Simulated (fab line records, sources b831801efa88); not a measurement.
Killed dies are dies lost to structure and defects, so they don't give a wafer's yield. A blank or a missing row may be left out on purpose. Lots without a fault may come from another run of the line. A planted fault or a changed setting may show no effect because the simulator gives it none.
Chamber matching | flow sky130 | SKY_VIA4_CMP_21 on cmp-02: 4 sister chambers
The step polishes, stops on SiO2, t overpolish 25 s, target thk 0 nm. 8 wafers are shown with their chamber, then 7 later ones without.

WAFERS WITH THEIR CHAMBER
wafer  | chamber | motor_current_A (A) | time_to_endpoint_s (s)
L614.5 | 1       | 10.8                | 121
L614.6 | 2       | 11.2                | 112
L617.6 | 3       | 12.0                | 110
L620.2 | 0       | 9.6                 | 111
L620.3 | 1       | 11.0                | 122
L620.5 | 3       | 11.7                | 114
L622.2 | 2       | 11.2                | 110
L622.4 | 0       | 9.5                 | 116

WAFERS WITHOUT THEIR CHAMBER
wafer  | motor_current_A (A) | time_to_endpoint_s (s)
L622.5 | 11.5                | 112
L624.1 | 11.9                | 111
L624.4 | 11.2                | 109
L624.5 | 9.5                 | 111
L630.1 | 9.1                 | 119
L630.3 | 11.0                | 124
L630.5 | 10.9                | 121

WHICH CHAMBER EACH WENT THROUGH
wafer  | from the rows above     | in truth
L622.5 | can't be placed: 2 or 3 | 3
L624.1 | 3                       | 3
L624.4 | 2                       | 2
L624.5 | 0                       | 0
L630.1 | 0                       | 0
L630.3 | 1                       | 1
L630.5 | 1                       | 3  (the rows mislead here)
Placed correctly: 5 of 7. Can't be placed from these rows: 1 (the true chamber is among the candidates in 1). Placed wrongly: 1.
How it was worked out, from the rows above alone: a wafer's distance from a chamber is the root of the sum, over the readings, of the square of ((its reading less the chamber's mean) divided by the reading's scatter). The wafer belongs to the nearest chamber; if the next one is less than 2 further off, it can't be placed. A chamber's mean is the mean of its shown wafers. The scatter: the root of (the sum of the squares of (reading less its chamber's mean) over the shown wafers, divided by (wafers less chambers)).
